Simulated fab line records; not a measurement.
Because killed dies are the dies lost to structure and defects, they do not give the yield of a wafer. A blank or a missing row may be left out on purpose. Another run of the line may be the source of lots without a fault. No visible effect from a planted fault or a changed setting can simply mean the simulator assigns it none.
Which tool did it? :: flow gf180mcu :: 12 lots with 36 wafers sampled at 4 steps, on a route of 602 steps

WHAT THE GAUGES READ, wafer by wafer
GF_V4_RS_MEAS_24: measures by four-point-probe. Usual: for V4_W_RS the level is 0.327 ohm/sq and the standard deviation is 0.005.
lot: L153
measured: day 24 10:16
on: film_metro-03
V4_W_RS (ohm/sq): 0.329 0.331 0.328
flag: 

lot: L156
measured: day 25 17:42
on: film_metro-04
V4_W_RS (ohm/sq): 0.328 0.328 0.327
flag: 

lot: L158
measured: day 26 00:04
on: film_metro-04
V4_W_RS (ohm/sq): 0.331 0.332 0.329
flag: 

lot: L160
measured: day 26 14:55
on: film_metro-04
V4_W_RS (ohm/sq): 0.329 0.327 0.324
flag: 

lot: L161
measured: day 27 03:51
on: film_metro-03
V4_W_RS (ohm/sq): 0.333 0.329 0.335
flag: 

lot: L162
measured: day 27 08:43
on: film_metro-02
V4_W_RS (ohm/sq): 0.330 0.328 0.329
flag: 

lot: L163
measured: day 27 17:35
on: film_metro-03
V4_W_RS (ohm/sq): 0.324 0.312 0.315
flag: 

lot: L166
measured: day 28 19:52
on: film_metro-03
V4_W_RS (ohm/sq): 0.328 0.330 0.330
flag: 

lot: L170
measured: day 30 14:47
on: film_metro-04
V4_W_RS (ohm/sq): 0.331 0.330 0.332
flag: 

lot: L171
measured: day 31 03:29
on: film_metro-02
V4_W_RS (ohm/sq): 0.329 0.324 0.327
flag: 

lot: L174
measured: day 31 15:26
on: film_metro-03
V4_W_RS (ohm/sq): 0.330 0.329 0.325
flag: 

lot: L173
measured: day 31 16:10
on: film_metro-04
V4_W_RS (ohm/sq): 0.311 0.323 0.324
flag: 

WHICH TOOL RAN EACH LOT (tool, then ch and the chambers of the sampled wafers, then the start)
lot: L153
GF_V1_CMP_26: cmp-02 ch 0,2,3, day 18 05:59
GF_M4_SPUTTER_04: pvd_sputter-01, day 22 10:49
GF_M4_STRIP_17: plasma_asher-03 ch 0,1, day 23 09:22

lot: L156
GF_V1_CMP_26: cmp-02 ch 1,2,3, day 19 16:00
GF_M4_SPUTTER_04: pvd_sputter-04, day 23 19:13
GF_M4_STRIP_17: plasma_asher-03 ch 0,1, day 24 17:51

lot: L158
GF_V1_CMP_26: cmp-02 ch 0,1,3, day 19 22:41
GF_M4_SPUTTER_04: pvd_sputter-04, day 24 02:06
GF_M4_STRIP_17: plasma_asher-01 ch 0,1, day 25 00:23

lot: L160
GF_V1_CMP_26: cmp-01 ch 0,3, day 20 16:04
GF_M4_SPUTTER_04: pvd_sputter-03, day 24 18:01
GF_M4_STRIP_17: plasma_asher-01 ch 0,1, day 25 15:21

lot: L161
GF_V1_CMP_26: cmp-01 ch 0,1,3, day 21 05:49
GF_M4_SPUTTER_04: pvd_sputter-01, day 25 06:40
GF_M4_STRIP_17: plasma_asher-01 ch 0,1, day 26 04:50

lot: L162
GF_V1_CMP_26: cmp-01 ch 2,3, day 21 12:32
GF_M4_SPUTTER_04: pvd_sputter-01, day 25 12:50
GF_M4_STRIP_17: plasma_asher-04 ch 0,1, day 26 10:09

lot: L163
GF_V1_CMP_26: cmp-02 ch 0,1,2, day 21 21:14
GF_M4_SPUTTER_04: pvd_sputter-01, day 25 21:22
GF_M4_STRIP_17: plasma_asher-04 ch 0,1, day 26 19:00

lot: L166
GF_V1_CMP_26: cmp-01 ch 0,1, day 23 05:35
GF_M4_SPUTTER_04: pvd_sputter-04, day 27 02:09
GF_M4_STRIP_17: plasma_asher-04 ch 0,1, day 27 22:23

lot: L170
GF_V1_CMP_26: cmp-01 ch 0,1,2, day 25 06:30
GF_M4_SPUTTER_04: pvd_sputter-01, day 28 23:09
GF_M4_STRIP_17: plasma_asher-01 ch 0,1, day 29 18:48

lot: L171
GF_V1_CMP_26: cmp-01 ch 0,2, day 25 22:02
GF_M4_SPUTTER_04: pvd_sputter-04, day 29 12:44
GF_M4_STRIP_17: plasma_asher-01 ch 0,1, day 30 07:12

lot: L174
GF_V1_CMP_26: cmp-02 ch 1,3, day 26 11:44
GF_M4_SPUTTER_04: pvd_sputter-04, day 30 02:06
GF_M4_STRIP_17: plasma_asher-01 ch 0, day 30 20:00

lot: L173
GF_V1_CMP_26: cmp-02 ch 0,3, day 26 14:05
GF_M4_SPUTTER_04: pvd_sputter-04, day 30 03:02
GF_M4_STRIP_17: plasma_asher-04 ch 1, day 30 20:47
- GF_V1_CMP_26: polishes, stops on SiO2, t overpolish 15 s, target thk 0 nm.
- GF_M4_SPUTTER_04: material TiN, target thk 50 nm, time 41.7 s.
- GF_M4_STRIP_17: strips in O2/N2.

WHAT THE TOOLS THEMSELVES READ (means of the sampled wafers that have a number; where no wafer has one, the mark that the record gives instead)
GF_V1_CMP_26. Usual: head_pressure_psi 3.500 psi, standard deviation 0.0072; motor_current_A 10.7 A, standard deviation 1.5; overpolish_run_s 15.001 s, standard deviation 0.0093; retaining_ring_pressure_frac 1.000, standard deviation 0.0049; slurry_flow_ml_min 150.0, standard deviation 0.47; time_to_endpoint_s 84 s, standard deviation 3.3.
lot: L153
tool: cmp-02
head_pressure_psi (psi): 3.500
motor_current_A (A): 11.0
overpolish_run_s (s): 14.997
retaining_ring_pressure_frac: 1.001
slurry_flow_ml_min: 150.6
time_to_endpoint_s (s): 81
flag: 

lot: L156
tool: cmp-02
head_pressure_psi (psi): 3.491
motor_current_A (A): 11.3
overpolish_run_s (s): 14.999
retaining_ring_pressure_frac: 0.998
slurry_flow_ml_min: 150.4
time_to_endpoint_s (s): 82
flag: 

lot: L158
tool: cmp-02
head_pressure_psi (psi): 3.508
motor_current_A (A): 11.3
overpolish_run_s (s): 15.000
retaining_ring_pressure_frac: 0.999
slurry_flow_ml_min: 150.5
time_to_endpoint_s (s): 86
flag: 

lot: L160
tool: cmp-01
head_pressure_psi (psi): 3.506
motor_current_A (A): 8.8
overpolish_run_s (s): 15.003
retaining_ring_pressure_frac: 1.001
slurry_flow_ml_min: 149.6
time_to_endpoint_s (s): 84
flag: 

lot: L161
tool: cmp-01
head_pressure_psi (psi): 3.501
motor_current_A (A): 9.2
overpolish_run_s (s): 15.006
retaining_ring_pressure_frac: 1.002
slurry_flow_ml_min: 150.3
time_to_endpoint_s (s): 84
flag: 

lot: L162
tool: cmp-01
head_pressure_psi (psi): 3.500
motor_current_A (A): 10.9
overpolish_run_s (s): 15.003
retaining_ring_pressure_frac: 1.003
slurry_flow_ml_min: 149.7
time_to_endpoint_s (s): 82
flag: 

lot: L163
tool: cmp-02
head_pressure_psi (psi): 3.503
motor_current_A (A): 12.0
overpolish_run_s (s): 15.003
retaining_ring_pressure_frac: 1.001
slurry_flow_ml_min: 149.6
time_to_endpoint_s (s): 84
flag: 

lot: L166
tool: cmp-01
head_pressure_psi (psi): 3.501
motor_current_A (A): 10.1
overpolish_run_s (s): 14.995
retaining_ring_pressure_frac: 0.999
slurry_flow_ml_min: 149.6
time_to_endpoint_s (s): 87
flag: 

lot: L170
tool: cmp-01
head_pressure_psi (psi): 3.499
motor_current_A (A): 10.3
overpolish_run_s (s): 14.999
retaining_ring_pressure_frac: 1.001
slurry_flow_ml_min: 149.9
time_to_endpoint_s (s): 83
flag: 

lot: L171
tool: cmp-01
head_pressure_psi (psi): 3.503
motor_current_A (A): 10.1
overpolish_run_s (s): 15.000
retaining_ring_pressure_frac: 0.992
slurry_flow_ml_min: 150.2
time_to_endpoint_s (s): 84
flag: 

lot: L174
tool: cmp-02
head_pressure_psi (psi): 3.503
motor_current_A (A): 11.1
overpolish_run_s (s): 14.995
retaining_ring_pressure_frac: 1.003
slurry_flow_ml_min: 149.8
time_to_endpoint_s (s): 80
flag: 

lot: L173
tool: cmp-02
head_pressure_psi (psi): 3.500
motor_current_A (A): 10.7
overpolish_run_s (s): 14.993
retaining_ring_pressure_frac: 0.999
slurry_flow_ml_min: 150.2
time_to_endpoint_s (s): 80
flag: 

GF_M4_SPUTTER_04. Usual: throttle_valve_pct reads 29.8 % (standard deviation 1.3).
lot: L153
tool: pvd_sputter-01
throttle_valve_pct (%): 29.9
flag: 

lot: L156
tool: pvd_sputter-04
throttle_valve_pct (%): 30.4
flag: 

lot: L158
tool: pvd_sputter-04
throttle_valve_pct (%): 29.7
flag: 

lot: L160
tool: pvd_sputter-03
throttle_valve_pct (%): 30.0
flag: 

lot: L161
tool: pvd_sputter-01
throttle_valve_pct (%): 28.9
flag: 

lot: L162
tool: pvd_sputter-01
throttle_valve_pct (%): 30.0
flag: 

lot: L163
tool: pvd_sputter-01
throttle_valve_pct (%): 30.6
flag: 

lot: L166
tool: pvd_sputter-04
throttle_valve_pct (%): 30.3
flag: 

lot: L170
tool: pvd_sputter-01
throttle_valve_pct (%): 29.1
flag: 

lot: L171
tool: pvd_sputter-04
throttle_valve_pct (%): 31.6
flag: 

lot: L174
tool: pvd_sputter-04
throttle_valve_pct (%): 29.8
flag: 

lot: L173
tool: pvd_sputter-04
throttle_valve_pct (%): 30.4
flag: 

GF_M4_STRIP_17. Usual: chamber_pressure_mTorr 1500.2 mTorr, standard deviation 1.3; drypump_motor_current_A 5.9 A, standard deviation 0.61; heater_power_w 351 W, standard deviation 23; oes_product_au 0.537 a.u., standard deviation 0.0044; strip_time_to_endpoint_s 7.37 s, standard deviation 0.043.
lot: L153
tool: plasma_asher-03
chamber_pressure_mTorr (mTorr): 1501.0
drypump_motor_current_A (A): 5.3
heater_power_w (W): 330
oes_product_au (a.u.): 0.537
strip_time_to_endpoint_s (s): 7.38
flag: 

lot: L156
tool: plasma_asher-03
chamber_pressure_mTorr (mTorr): 1501.1
drypump_motor_current_A (A): 5.4
heater_power_w (W): 350
oes_product_au (a.u.): 0.536
strip_time_to_endpoint_s (s): 7.34
flag: 

lot: L158
tool: plasma_asher-01
chamber_pressure_mTorr (mTorr): 1499.9
drypump_motor_current_A (A): 6.5
heater_power_w (W): 350
oes_product_au (a.u.): 0.534
strip_time_to_endpoint_s (s): 7.42
flag: 

lot: L160
tool: plasma_asher-01
chamber_pressure_mTorr (mTorr): 1500.1
drypump_motor_current_A (A): 6.4
heater_power_w (W): 346
oes_product_au (a.u.): 0.536
strip_time_to_endpoint_s (s): 7.44
flag: 

lot: L161
tool: plasma_asher-01
chamber_pressure_mTorr (mTorr): -
drypump_motor_current_A (A): -
heater_power_w (W): -
oes_product_au (a.u.): -
strip_time_to_endpoint_s (s): -
flag: OFF

lot: L162
tool: plasma_asher-04
chamber_pressure_mTorr (mTorr): -
drypump_motor_current_A (A): -
heater_power_w (W): -
oes_product_au (a.u.): -
strip_time_to_endpoint_s (s): -
flag: OFF

lot: L163
tool: plasma_asher-04
chamber_pressure_mTorr (mTorr): -
drypump_motor_current_A (A): -
heater_power_w (W): -
oes_product_au (a.u.): -
strip_time_to_endpoint_s (s): -
flag: OFF

lot: L166
tool: plasma_asher-04
chamber_pressure_mTorr (mTorr): 1500.0
drypump_motor_current_A (A): 5.3
heater_power_w (W): 365
oes_product_au (a.u.): 0.542
strip_time_to_endpoint_s (s): 7.43
flag: 

lot: L170
tool: plasma_asher-01
chamber_pressure_mTorr (mTorr): 1500.1
drypump_motor_current_A (A): 6.4
heater_power_w (W): 347
oes_product_au (a.u.): 0.537
strip_time_to_endpoint_s (s): 7.42
flag: 

lot: L171
tool: plasma_asher-01
chamber_pressure_mTorr (mTorr): 1498.9
drypump_motor_current_A (A): 6.4
heater_power_w (W): 358
oes_product_au (a.u.): 0.538
strip_time_to_endpoint_s (s): 7.36
flag: 

lot: L174
tool: plasma_asher-01
chamber_pressure_mTorr (mTorr): 1500.5
drypump_motor_current_A (A): 6.5
heater_power_w (W): 336
oes_product_au (a.u.): 0.536
strip_time_to_endpoint_s (s): 7.37
flag: 

lot: L173
tool: plasma_asher-04
chamber_pressure_mTorr (mTorr): 1499.5
drypump_motor_current_A (A): 4.8
heater_power_w (W): 386
oes_product_au (a.u.): 0.535
strip_time_to_endpoint_s (s): 7.42
flag: 

THE ANSWER, worked out from the rows above alone
Rule: a lot counts as off when the mean over its wafers that have a number is more than 3 standard deviations away from the usual mean. A lot without any number at a reading at which 4 lots or more have one is off too. Any other lot the step has rows for is counted as sound. Order of review: gauges by route order, followed by the tools' own readings, for which a lot's mean as printed above is used. The first step at which some lot is off is used, and at that step the reading that is off furthest; a lot without a number counts as furthest.
Off at GF_M4_STRIP_17 (chamber_pressure_mTorr): L161, L162, L163. Without a number there: L161, L162, L163.
A tool fits if, at that step or a process step before it, it ran every lot that is off, and no sound lot after the first of them. None of those tried fits.

WHAT THE SIMULATOR PUT IN
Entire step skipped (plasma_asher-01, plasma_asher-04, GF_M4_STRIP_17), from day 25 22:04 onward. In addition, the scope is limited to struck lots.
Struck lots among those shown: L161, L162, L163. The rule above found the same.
